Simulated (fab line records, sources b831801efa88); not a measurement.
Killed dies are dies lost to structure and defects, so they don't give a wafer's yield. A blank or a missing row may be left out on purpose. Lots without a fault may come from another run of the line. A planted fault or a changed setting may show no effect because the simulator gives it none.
fab line records | flow sky130
record lots=6 wafers=18 last_day=50
route steps=708 shown POLY_GATE@227 LDD_N@237 PAD_OPEN@708
lots that met no fault: from a run of the same line without faults
start_h: hours from the record's first day to the start of the lot's first wafer shown | wait_h: hours since the lot's step before | " the same as in the row above | L1.1+2: a row that stands for several wafers | - no value, or no start given | * or withheld: withheld | < > ~ a bound
route shown NAME@n: a module of which the file shows steps, and the number in the route of the first | usual: mean/standard deviation of fault-free wafers | same: alike in all rows | chamber/n: place in a boat | sites: the reading at each site | _std_site: their standard deviation | _edge_site: outer sites' mean less inner sites' | radius_mm: how far each site lies from the wafer's centre | mask NAME#n: copy n | behind: the tool/chamber that last shaped the wafer | hold: why the lot was held/for how many hours/how that ended | device: the transistor (n, p or np) that didn't switch | end of line: the same wafers' tests at the end of the route | a step without rows: its recipe alone | killed: dies lost to structure and defects at the first sort, not the wafer's yield | map: a wafer's dies, x killed, . not, _ none there
set.NAME: the setting as run; set.NAME@STEP: as run at that earlier step | model.NAME: the simulator's own value behind a step, which no gauge read
lots at some steps of the route; a table a step, a row a wafer
services: from which hour (start_h, from the record's first day; less than 0 if before it) a tool's chamber was out of use, for how many hours, and why
## steps
# step SKY_POLY_GATE_CD_MEAS_13
# recipe target_cd_nm=150
# usual cd_nm=150.2/1.4
# columns lot.wafer tool chamber start_h wait_h cd_nm
L649.2 cd_sem-02 - 452.10 - 150.9
L649.3 " - " " 150.7
L649.5 " - " " 152.3
L650.1 cd_sem-02 - 461.53 - 148.6
L650.2 " - " " 149.0
L650.3 " - " " 149.2
L653.1 cd_sem-02 - 494.43 - 147.0
L653.3 " - " " 147.4
L653.4 " - " " 149.4
L657.2 cd_sem-02 - 533.85 - 150.6
L657.3 " - " " 149.2
L657.5 " - " " 149.0
L661.2 cd_sem-01 - 546.50 - 151.4
L661.3 " - " " 152.2
L661.4 " - " " 151.7
L662.1 cd_sem-01 - 558.05 - 151.3
L662.2 " - " " 150.7
L662.6 " - " " 152.2
# step SKY_POLY_GATE_OVL_MEAS_14
# usual POLY_GATE_OVL=-1/5.7
# columns lot.wafer tool chamber start_h wait_h POLY_GATE_OVL[nm]
L649.2 overlay-02 - 452.21 0.1 -9
L649.3 " - " " -6
L649.5 " - " " -8
L650.1 overlay-01 - 461.65 0.1 3
L650.2 " - " " 4
L650.3 " - " " 2
L653.1 overlay-01 - 494.55 0.1 0
L653.3 " - " " -4
L653.4 " - " " 3
L657.2 overlay-02 - 533.96 0.1 -1
L657.3 " - " " 10
L657.5 " - " " 5
L661.2 overlay-02 - 546.60 0.1 -7
L661.3 " - " " -5
L661.4 " - " " -11
L662.1 overlay-01 - 558.17 0.1 -2
L662.2 " - " " -4
L662.6 " - " " 2
# step SKY_POLY_GATE_ETCH_15
# recipe chemistry=N2/H2 target=BARC ion_energy_ev=200 source_w=500 bias_w=100 pressure_mtorr=30 n2_flow_sccm=100 h2_flow_sccm=200 stop_on=SiO2 time_s=118.5 target_depth_a=1100
# usual drypump_motor_current_A=5.5/0.47 oes_product_au=0.717/0.0043 throttle_valve_pct=13.212/0.0088
# columns lot.wafer tool chamber start_h wait_h drypump_motor_current_A oes_product_au rf_hours_counter_h throttle_valve_pct
L649.2 rie_diel-02 3 452.24 0.0 5.4 0.717 0 13.212
L649.3 " 2 " " 6.4 0.724 56 13.223
L649.5 " 2 " " 6.4 0.719 - 13.203
L650.1 rie_diel-04 3 461.68 0.0 6.0 0.722 1 13.199
L650.2 " 2 " " 4.9 0.721 15 13.214
L650.3 " 1 " " 5.0 0.720 54 13.195
L653.1 rie_diel-04 3 494.58 0.0 6.0 0.714 2 13.203
L653.3 " 1 " " 5.0 0.716 55 13.206
L653.4 " 2 " " 4.9 0.708 16 13.208
L657.2 rie_diel-02 3 533.99 0.0 5.4 0.713 1 13.211
L657.3 " 2 " " 6.4 0.721 57 13.208
L657.5 " 3 " " 5.4 0.712 - 13.223
L661.2 rie_diel-02 2 546.63 0.0 6.4 0.721 57 13.204
L661.3 " 3 " " 5.4 0.724 2 13.198
L661.4 " 1 " " 5.2 0.716 68 13.219
L662.1 rie_diel-02 0 558.20 0.0 6.0 0.717 70 13.207
L662.2 " 2 " " 6.4 0.714 57 13.214
L662.6 " 2 " " 6.3 0.716 - 13.228
# step SKY_POLY_GATE_ETCH_16
# recipe stop_on=poly-Si chemistry=CH3F/O2 target=Si3N4 source_w=400 bias_w=80 pressure_mtorr=25 ch3f_flow_sccm=40 O2_flow_sccm=30 time_s=147.5 target_depth_a=750
# usual drypump_motor_current_A=5.5/0.47 oes_product_au=0.641/0.0054 throttle_valve_pct=10.534/0.0092
# columns lot.wafer tool chamber start_h wait_h drypump_motor_current_A oes_product_au rf_hours_counter_h throttle_valve_pct
L649.2 rie_diel-02 3 452.32 0.0 5.4 0.632 0 10.532
L649.3 " 2 " " 6.4 0.629 56 10.537
L649.5 " 2 " " 6.3 0.640 - 10.543
L650.1 rie_diel-04 3 461.77 0.0 6.0 0.650 1 10.542
L650.2 " 2 " " 4.9 0.647 15 10.547
L650.3 " 1 " " 4.9 0.650 54 10.548
L653.1 rie_diel-04 3 494.67 0.0 6.0 0.638 2 10.542
L653.3 " 1 " " 5.0 0.640 55 10.531
L653.4 " 2 " " 4.9 0.644 16 10.537
L657.2 rie_diel-02 3 534.07 0.0 5.4 0.636 2 10.543
L657.3 " 2 " " 6.3 0.643 57 10.525
L657.5 " 3 " " 5.4 0.640 - 10.530
L661.2 rie_diel-02 2 546.72 0.0 6.3 0.636 57 10.533
L661.3 " 3 " " 5.4 0.642 2 10.538
L661.4 " 1 " " 5.1 0.643 69 10.536
L662.1 rie_diel-02 0 558.29 0.0 6.0 0.641 70 10.537
L662.2 " 2 " " 6.4 0.644 58 10.532
L662.6 " 2 " " 6.4 0.636 - 10.535
# step SKY_POLY_GATE_ETCH_17
# recipe target_depth_nm=180 stop_on=SiO2 over_etch_frac=0.56667 chemistry=HBr/Cl2 target=poly-Si icp_w=400 bias_w=100 pressure_mtorr=10 HBr_flow_sccm=150 Cl2_flow_sccm=50 time_s=70.5
# usual drypump_motor_current_A=5.82/0.28 oes_product_au=0.984/0.0075 throttle_valve_pct=33.685/0.0097
# columns lot.wafer tool chamber start_h wait_h drypump_motor_current_A oes_product_au rf_hours_counter_h throttle_valve_pct
L649.2 rie_si-02 1 452.42 0.0 5.66 0.987 3 33.698
L649.3 " 3 " " 5.98 0.989 1 33.697
L649.5 " 0 " " 5.98 0.985 - 33.699
L650.1 rie_si-01 2 461.86 0.0 5.94 0.986 2 33.702
L650.2 " 0 " " 5.47 0.980 2 33.685
L650.3 " 3 " " 6.27 0.978 19 33.683
L653.1 rie_si-01 0 494.76 0.0 5.50 0.983 3 33.697
L653.3 " 3 " " 6.28 0.997 19 33.686
L653.4 " 1 " " 5.86 0.980 1 33.687
L657.2 rie_si-02 0 534.17 0.0 5.97 0.985 2 33.688
L657.3 " 1 " " 5.65 0.978 4 33.684
L657.5 " 1 " " 5.64 0.976 - 33.688
L661.2 rie_si-01 1 546.81 0.0 5.87 0.979 1 33.697
L661.3 " 3 " " 6.27 0.997 19 33.676
L661.4 " 2 " " 5.94 0.997 2 33.689
L662.1 rie_si-02 3 558.38 0.0 5.98 0.991 2 33.692
L662.2 " 0 " " 5.96 0.992 2 33.695
L662.6 " 2 " " 5.38 0.973 - 33.694
# step SKY_POLY_GATE_STRIP_18
# recipe chemistry=O2/N2 power_w=1400 pressure_mtorr=1500 platen_temp_c=withheld o2_flow_sccm=3000 n2_flow_sccm=300 overash_fraction=0.5
# usual drypump_motor_current_A=5.6/0.59 o2_flow_sccm=3002/9.3 oes_product_au=0.361/0.005 strip_time_to_endpoint_s=3.17/0.038
# columns lot.wafer tool chamber start_h wait_h drypump_motor_current_A o2_flow_sccm oes_product_au rf_hours_counter_h strip_time_to_endpoint_s
L649.2 plasma_asher-01 1 452.48 0.0 5.0 2996 0.359 74 3.14
L649.3 " 0 " " 6.4 2990 0.351 - 3.12
L649.5 " 1 " " 5.0 2986 0.357 - 3.13
L650.1 plasma_asher-04 0 461.92 0.0 5.8 2995 0.363 66 3.10
L650.2 " 1 " " 5.0 3012 0.370 66 3.24
L650.3 " 1 " " 4.9 3006 0.350 - 3.11
L653.1 plasma_asher-04 0 494.82 0.0 5.9 2999 0.368 69 3.18
L653.3 " 0 " " 5.9 2999 0.361 - 3.15
L653.4 " 1 " " 5.0 3003 0.360 - 3.28
L657.2 plasma_asher-02 0 534.23 0.0 6.3 3010 0.359 9 3.14
L657.3 " 0 " " 6.3 3011 0.368 - 3.18
L657.5 " 0 " " 6.3 3019 0.356 - 3.14
L661.2 plasma_asher-04 1 546.87 0.0 5.0 2997 0.361 74 3.17
L661.3 " 1 " " 5.0 2989 0.350 - 3.08
L661.4 " 0 " " 5.9 3007 0.352 - 3.11
L662.1 plasma_asher-01 0 558.44 0.0 6.4 2997 0.361 86 3.20
L662.2 " 1 " " 5.0 3002 0.370 86 3.18
L662.6 " 1 " " 5.0 3004 0.363 - 3.18
# step SKY_POLY_GATE_CLEAN_19
# recipe chemistry=SC1/SC2 mix=1:4:20 temp_c=70 time_s=150 dry=n2_spin
# step SKY_POLY_GATE_OXIDATION_20
# recipe temp_c=850 ambient=O2 stabilise_s=600 purge_s=300 target_thk_a=40 ox_time_s=899
# step SKY_POLY_GATE_THK_MEAS_21
# recipe reads=SiO2_of_POLY_GATE_OXIDATION_20
# usual POLY_GATE_OXIDATION_THK=3.99/0.098
# columns lot.wafer tool chamber start_h wait_h POLY_GATE_OXIDATION_THK[nm]
L649.2 film_metro-04 - 456.11 0.0 4.12
L649.3 " - " " 4.03
L649.5 " - " " 4.07
L650.1 film_metro-04 - 468.42 0.0 4.02
L650.2 " - " " 4.14
L650.3 " - " " 4.12
L653.1 film_metro-02 - 496.47 0.0 4.04
L653.3 " - " " 4.00
L653.4 " - " " 4.00
L657.2 film_metro-02 - 536.38 0.0 3.98
L657.3 " - " " 4.07
L657.5 " - " " 3.81
L661.2 film_metro-01 - 548.60 0.1 3.76
L661.3 " - " " 3.86
L661.4 " - " " 3.83
L662.1 film_metro-01 - 561.07 0.0 3.99
L662.2 " - " " 3.94
L662.6 " - " " 4.04
# step SKY_POLY_GATE_CD_MEAS_22
# usual cd_nm=150.7/2.1
# columns lot.wafer tool chamber start_h wait_h cd_nm
L649.2 cd_sem-02 - 456.21 0.1 150.7
L649.3 " - " " 150.0
L649.5 " - " " 152.4
L650.1 cd_sem-02 - 468.48 0.1 150.2
L650.2 " - " " 152.8
L650.3 " - " " 150.0
L653.1 cd_sem-01 - 496.53 0.1 147.0
L653.3 " - " " 146.8
L653.4 " - " " 149.0
L657.2 cd_sem-02 - 536.46 0.1 151.5
L657.3 " - " " 150.9
L657.5 " - " " 148.5
L661.2 cd_sem-01 - 548.96 0.3 149.4
L661.3 " - " " 149.4
L661.4 " - " " 151.2
L662.1 cd_sem-01 - 561.13 0.1 150.3
L662.2 " - " " 154.8
L662.6 " - " " 155.0
# step SKY_LDD_N_DEHYDRATE_00
# recipe temp_c=200 time_s=60
# step SKY_LDD_N_HMDS_01
# recipe prime_time_s=60 prime_temp_c=120
# step SKY_LDD_N_COAT_02
# recipe resist=NOVOLAK spin_rpm=3000 resist_thk_nm=300
# usual resist_line_temp_C=23.01/0.11
# columns lot.wafer tool chamber start_h wait_h resist_line_temp_C model.NOVOLAK_of_LDD_N_COAT_02.thk_nm
L649.2 litho_track-02 0 471.12 0.1 22.99 301.1
L649.3 " 0 " " 22.97 299.4
L649.5 " 0 " " 22.79 299.4
L650.1 litho_track-01 0 483.51 0.1 23.09 300.5
L650.2 " 0 " " 23.08 300
L650.3 " 0 " " 23.24 301
L653.1 litho_track-02 0 511.54 0.1 23.24 387.2
L653.3 " 0 " " 23.10 386.5
L653.4 " 0 " " 23.39 387.9
L657.2 litho_track-02 0 550.02 0.1 23.05 386.1
L657.3 " 0 " " 22.95 386.6
L657.5 " 0 " " 22.87 387.4
L661.2 litho_track-01 0 563.83 0.1 23.05 299.9
L661.3 " 0 " " 23.06 299.9
L661.4 " 0 " " 23.03 299.8
L662.1 litho_track-01 0 575.81 0.1 23.01 300.4
L662.2 " 0 " " 23.09 300.6
L662.6 " 0 " " 23.26 301.2
# step SKY_LDD_N_SOFTBAKE_03
# recipe temp_c=90 time_s=60 resist=NOVOLAK
# step SKY_LDD_N_EXPOSE_04
# recipe mask_id=NTM target_cd_nm=840 na=0.6 source_shape=conventional sigma_outer=0.6 dose_mj=110
# step SKY_LDD_N_PEB_05
# recipe temp_c=withheld time_s=* resist=NOVOLAK
# step SKY_LDD_N_DEVELOP_06
# recipe develop_time_s=60 dev_temp_c=23.34
# usual resist_line_temp_C=22.99/0.12
# columns lot.wafer tool chamber start_h wait_h resist_line_temp_C model.NOVOLAK_of_LDD_N_COAT_02.thk_nm model.LDD_N.cd_nm
L649.2 litho_track-02 0 485.97 0.1 23.18 300.7 834.2
L649.3 " 0 " " 23.03 299 834.8
L649.5 " 0 " " 23.14 299 834.6
L650.1 litho_track-02 0 498.24 0.1 22.99 300.1 840.4
L650.2 " 0 " " 23.23 299.6 839.7
L650.3 " 0 " " 23.26 300.6 837.4
L653.1 litho_track-04 0 526.78 0.1 22.88 386.8 832.7
L653.3 " 0 " " 23.02 386.1 834.9
L653.4 " 0 " " 23.05 387.5 834
L657.2 litho_track-02 0 565.47 0.1 22.92 385.7 829.8
L657.3 " 0 " " 23.06 386.2 831.1
L657.5 " 0 " " 23.01 387 831.5
L661.2 litho_track-01 0 577.98 0.1 22.78 299.5 841.2
L661.3 " 0 " " 22.88 299.5 839.8
L661.4 " 0 " " 23.00 299.4 840.5
L662.1 litho_track-02 0 590.09 0.1 23.13 300 833.7
L662.2 " 0 " " 22.98 300.2 833.6
L662.6 " 0 " " 22.94 300.8 835.2
# step SKY_LDD_N_OVL_MEAS_07
# usual LDD_N_OVL=-0.3/1.6
# columns lot.wafer tool chamber start_h wait_h LDD_N_OVL[nm]
L649.2 overlay-01 - 486.10 0.1 -2.4
L649.3 " - " " -2.2
L649.5 " - " " -1.0
L650.1 overlay-02 - 498.39 0.1 0.7
L650.2 " - " " 0.0
L650.3 " - " " 1.4
L653.1 overlay-02 - 526.93 0.1 -2.2
L653.3 " - " " -2.8
L653.4 " - " " -4.9
L657.2 overlay-02 - 565.60 0.1 -1.9
L657.3 " - " " -1.3
L657.5 " - " " -1.3
L661.2 overlay-01 - 578.11 0.1 2.6
L661.3 " - " " 2.2
L661.4 " - " " 2.3
L662.1 overlay-02 - 590.24 0.1 0.1
L662.2 " - " " 0.1
L662.6 " - " " 0.4
# step SKY_LDD_N_IMPLANT_08
# recipe species=As energy_kev=20 dose_cm2=7.5e+13 tilt_deg=withheld rotation_deg=23
# step SKY_LDD_N_IMPLANT_09
# recipe species=As energy_kev=20 dose_cm2=7.5e+13 tilt_deg=withheld rotation_deg=113
# step SKY_LDD_N_IMPLANT_10
# recipe species=As energy_kev=20 dose_cm2=7.5e+13 tilt_deg=withheld rotation_deg=203
# step SKY_LDD_N_IMPLANT_11
# recipe species=As energy_kev=20 dose_cm2=7.5e+13 tilt_deg=withheld rotation_deg=293
# step SKY_LDD_N_IMPLANT_12
# recipe species=BF2 energy_kev=50 dose_cm2=5e+12 tilt_deg=30 rotation_deg=0
# step SKY_LDD_N_IMPLANT_13
# recipe species=BF2 energy_kev=50 dose_cm2=5e+12 tilt_deg=30 rotation_deg=90
# step SKY_LDD_N_IMPLANT_14
# recipe species=BF2 energy_kev=50.92 dose_cm2=5e+12 tilt_deg=30 rotation_deg=180
# step SKY_LDD_N_IMPLANT_15
# recipe species=BF2 energy_kev=50 dose_cm2=5e+12 tilt_deg=30 rotation_deg=270
# step SKY_LDD_N_STRIP_16
# recipe chemistry=O2/N2 power_w=1400 pressure_mtorr=1500 platen_temp_c=withheld o2_flow_sccm=3000 n2_flow_sccm=300 overash_fraction=0.5
# usual drypump_motor_current_A=5.6/0.47 o2_flow_sccm=3002/9.3 oes_product_au=0.407/0.0048 strip_time_to_endpoint_s=4.315/0.015
# columns lot.wafer tool chamber start_h wait_h drypump_motor_current_A o2_flow_sccm oes_product_au rf_hours_counter_h strip_time_to_endpoint_s
L649.2 plasma_asher-03 1 487.33 0.1 5.6 3008 0.412 37 4.330
L649.3 " 1 " " 5.6 3008 0.406 - 4.315
L649.5 " 1 " " 5.6 3003 0.408 - 4.295
L650.1 plasma_asher-03 0 499.63 0.1 5.9 2997 0.413 39 4.319
L650.2 " 1 " " 5.6 2999 0.407 39 4.297
L650.3 " 0 " " 5.9 2988 0.408 - 4.324
L653.1 plasma_asher-04 1 528.16 0.1 5.0 2986 0.450 73 5.430
L653.3 " 1 " " 5.0 2976 0.458 - 5.409
L653.4 " 0 " " 5.9 3020 0.456 - 5.445
L657.2 plasma_asher-04 1 566.83 0.1 5.0 3006 0.452 76 5.419
L657.3 " 0 " " 5.9 3013 0.451 - 5.417
L657.5 " 1 " " 5.0 3010 0.456 - 5.434
L661.2 plasma_asher-01 0 579.34 0.1 6.4 3009 0.405 88 4.287
L661.3 " 0 " " 6.4 3008 0.410 - 4.313
L661.4 " 1 " " 5.0 2987 0.400 - 4.321
L662.1 plasma_asher-03 1 591.48 0.1 5.7 2996 0.406 48 4.332
L662.2 " 0 " " 5.9 3013 0.415 48 4.316
L662.6 " 1 " " 5.6 2990 0.416 - 4.347
# step SKY_LDD_N_TW_MEAS_17
# usual LDD_N_TW=2569/17
# columns lot.wafer tool chamber start_h wait_h LDD_N_TW
L649.2 film_metro-01 - 487.44 0.1 2552
L649.3 " - " " 2540
L649.5 " - " " 2550
L650.1 film_metro-04 - 499.73 0.1 2563
L650.2 " - " " 2595
L650.3 " - " " 2570
L653.1 film_metro-03 - 528.26 0.1 2588
L653.3 " - " " 2599
L653.4 " - " " 2596
L657.2 film_metro-04 - 566.94 0.1 2587
L657.3 " - " " 2561
L657.5 " - " " 2576
L661.2 film_metro-01 - 579.45 0.1 2547
L661.3 " - " " 2541
L661.4 " - " " 2560
L662.1 film_metro-03 - 591.58 0.1 2592
L662.2 " - " " 2585
L662.6 " - " " 2583
# step SKY_PAD_OPEN_PROBE_99
# usual killed_at_M0_to_M3=44/6.9 killed_at_M4_up=3.3/1.7 killed_at_contacts=24/4.7 killed_at_front_end=15/4.5 killed_at_other=0.2/0.49 killed_dies=86/8.4 killed_open=47/6.5 killed_short=39/6
# same gross_dies=492 killed_at_back_side=0
# columns lot.wafer tool chamber start_h wait_h killed_at_M0_to_M3 killed_at_M4_up killed_at_contacts killed_at_front_end killed_at_other killed_dies killed_open killed_short
L649.2 prober-02 - 1130.01 0.1 39 3 22 19 0 83 46 37
L649.3 prober-02 - 1130.06 0.2 23 1 20 16 0 60 33 27
L649.5 prober-02 - 1130.16 0.2 39 2 27 15 1 84 45 39
L653.1 prober-02 - 1154.39 0.1 40 2 23 20 0 85 46 39
L653.3 prober-02 - 1154.49 0.2 35 3 29 11 0 78 36 42
L653.4 prober-02 - 1154.54 0.2 42 6 20 12 0 80 33 47
L657.2 prober-01 - 1179.46 0.1 48 4 22 13 1 88 49 39
L657.3 prober-01 - 1179.51 0.2 54 2 24 19 0 99 52 47
L657.5 prober-01 - 1179.61 0.2 49 5 26 7 0 87 41 46
L661.2 prober-02 - 1188.39 0.1 42 2 24 16 0 84 46 38
L661.3 prober-02 - 1188.44 0.2 40 5 27 11 1 84 51 33
L661.4 prober-02 - 1188.49 0.2 34 6 21 17 0 78 47 31
L662.1 prober-01 - 1192.06 0.1 52 1 26 25 0 104 57 47
L662.2 prober-01 - 1192.11 0.1 61 3 13 15 2 94 53 41
L662.6 prober-01 - 1192.31 0.2 37 5 25 23 0 90 49 41
# killed by level:class
L649.2 VIA1:geometric_particle:open=8 CONTACT:geometric_particle:open=7 FIELD_ISO:geometric_particle:open=6 LI_CONTACT:geometric_particle:open=6 VIA2:geometric_particle:open=6 METAL1:geometric_particle:short=5 FIELD_ISO:geometric_particle:short=4 POLY_GATE:geometric_particle:open=4
L649.3 VIA1:geometric_particle:open=8 CONTACT:geometric_particle:open=8 POLY_GATE:geometric_particle:short=6 FIELD_ISO:geometric_particle:open=4 LOCAL_INTERCONNECT:geometric_particle:short=4 VIA3:geometric_particle:open=4 POLY_GATE:geometric_particle:open=3 LI_CONTACT:geometric_particle:open=3
L649.5 CONTACT:geometric_particle:open=12 VIA1:geometric_particle:open=8 METAL1:geometric_particle:short=7 VIA2:geometric_particle:open=6 VIA3:geometric_particle:open=6 LI_CONTACT:geometric_particle:open=5 LOCAL_INTERCONNECT:geometric_particle:short=5 FIELD_ISO:geometric_particle:open=4
L653.1 VIA3:geometric_particle:open=12 LI_CONTACT:geometric_particle:open=9 LOCAL_INTERCONNECT:geometric_particle:short=6 FIELD_ISO:geometric_particle:short=5 FIELD_ISO:geometric_particle:open=5 POLY_GATE:geometric_particle:short=5 VIA1:geometric_particle:open=5 VIA2:geometric_particle:open=5
L653.3 CONTACT:geometric_particle:short=9 CONTACT:geometric_particle:open=9 VIA1:geometric_particle:open=6 LOCAL_INTERCONNECT:geometric_particle:short=5 VIA2:geometric_particle:short=5 VIA3:geometric_particle:open=5 LI_CONTACT:geometric_particle:open=4 VIA1:geometric_particle:short=4
L653.4 VIA2:geometric_particle:short=7 CONTACT:geometric_particle:short=6 VIA2:geometric_particle:open=6 METAL1:geometric_particle:short=5 LI_CONTACT:geometric_particle:open=5 VIA1:geometric_particle:short=5 METAL4:geometric_particle:short=5 CONTACT:geometric_particle:open=4
L657.2 VIA1:geometric_particle:open=10 FIELD_ISO:geometric_particle:open=7 LI_CONTACT:geometric_particle:open=7 CONTACT:geometric_particle:open=7 VIA2:geometric_particle:open=7 VIA1:geometric_particle:short=6 VIA2:geometric_particle:short=5 METAL3:geometric_particle:short=4
L657.3 VIA1:geometric_particle:open=13 LI_CONTACT:geometric_particle:open=10 VIA3:geometric_particle:open=8 VIA2:geometric_particle:open=8 POLY_GATE:geometric_particle:short=6 CONTACT:geometric_particle:short=5 METAL1:geometric_particle:short=5 VIA1:geometric_particle:short=5
L657.5 CONTACT:geometric_particle:short=9 VIA1:geometric_particle:open=9 CONTACT:geometric_particle:open=8 METAL2:geometric_particle:short=6 VIA3:geometric_particle:open=6 VIA2:geometric_particle:short=6 VIA2:geometric_particle:open=5 METAL1:geometric_particle:short=4
L661.2 VIA1:geometric_particle:open=10 LI_CONTACT:geometric_particle:open=10 VIA3:geometric_particle:open=6 VIA1:geometric_particle:short=6 FIELD_ISO:geometric_particle:short=5 CONTACT:geometric_particle:open=5 METAL1:geometric_particle:short=5 METAL2:geometric_particle:short=5
L661.3 LI_CONTACT:geometric_particle:open=12 VIA1:geometric_particle:open=10 VIA2:geometric_particle:open=8 LOCAL_INTERCONNECT:geometric_particle:short=7 VIA2:geometric_particle:short=5 VIA3:geometric_particle:open=5 CONTACT:geometric_particle:open=4 VIA1:geometric_particle:short=4
L661.4 CONTACT:geometric_particle:open=8 VIA1:geometric_particle:open=8 FIELD_ISO:geometric_particle:open=6 LI_CONTACT:geometric_particle:open=6 VIA3:geometric_particle:open=6 VIA2:geometric_particle:short=6 METAL2:geometric_particle:short=4 METAL4:geometric_particle:short=4
L662.1 FIELD_ISO:geometric_particle:short=10 LI_CONTACT:geometric_particle:open=10 VIA1:geometric_particle:open=9 VIA2:geometric_particle:short=8 VIA3:geometric_particle:open=8 POLY_GATE:geometric_particle:open=7 CONTACT:geometric_particle:open=7 VIA2:geometric_particle:open=5
L662.2 VIA1:geometric_particle:open=19 METAL2:geometric_particle:short=8 VIA2:geometric_particle:open=8 POLY_GATE:geometric_particle:open=6 VIA3:geometric_particle:open=5 CONTACT:geometric_particle:open=5 METAL1:geometric_particle:short=4 VIA1:geometric_particle:short=4
L662.6 VIA1:geometric_particle:open=9 VIA3:geometric_particle:open=8 FIELD_ISO:geometric_particle:open=7 CONTACT:geometric_particle:open=7 FIELD_ISO:geometric_particle:short=6 METAL4:geometric_particle:short=5 CONTACT:geometric_particle:short=5 LI_CONTACT:geometric_particle:open=5
## services
# columns tool chamber start_h hours kind
rie_diel-04 2 429.45 7.3 repair
plasma_asher-02 0 430.25 - clean
plasma_asher-02 1 430.25 - clean
plasma_asher-01 - 440.68 2.9 repair
rie_diel-02 - 441.90 0.7 repair
rie_si-01 - 448.23 2.8 pm
rie_si-02 0 463.99 7.0 repair
rie_diel-02 1 476.08 4.5 repair
plasma_asher-02 - 502.00 13.2 repair
rie_si-02 3 533.55 2.9 repair
rie_si-01 2 537.80 1.9 repair
rie_si-02 - 570.33 14.6 pm
## key
first_sign step=SKY_LDD_N_STRIP_16 reading=strip_time_to_endpoint_s direction=up sigmas=73 usual=* struck=*
effect step=SKY_LDD_N_STRIP_16 reading=oes_product_au direction=up sigmas=9.9 usual=0.407 struck=0.454
model_effect step=SKY_LDD_N_COAT_02 value=NOVOLAK_of_LDD_N_COAT_02.thk_nm without=299.1 struck=386.9
model_effect step=SKY_LDD_N_DEVELOP_06 value=NOVOLAK_of_LDD_N_COAT_02.thk_nm without=298.7 struck=386.5
met_at SKY_LDD_N_COAT_02
struck_wafers L653.1,L653.3,L653.4,L657.2,L657.3,L657.5
tester_left_out L653,L657
onset_between 471.12 511.54
also_fits SKY_LDD_N_STRIP_16:plasma_asher-04
fault kind=process_parameter_drift tool=litho_track-02 chamber=- onset_h=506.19 steps=SKY_LDD_N_COAT_02 channel=resist_thk_nm offset=88.1 shape=step end_h=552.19 acts_in=these_recipes_only stated=300
# tester_left_out: of these lots the tester's yield and bins aren't shown, on N5 and GAA mostly nor the transistor test; their killed dies are dies lost to structure and defects alone, not to doping, threshold or leakage, so they don't give the yield
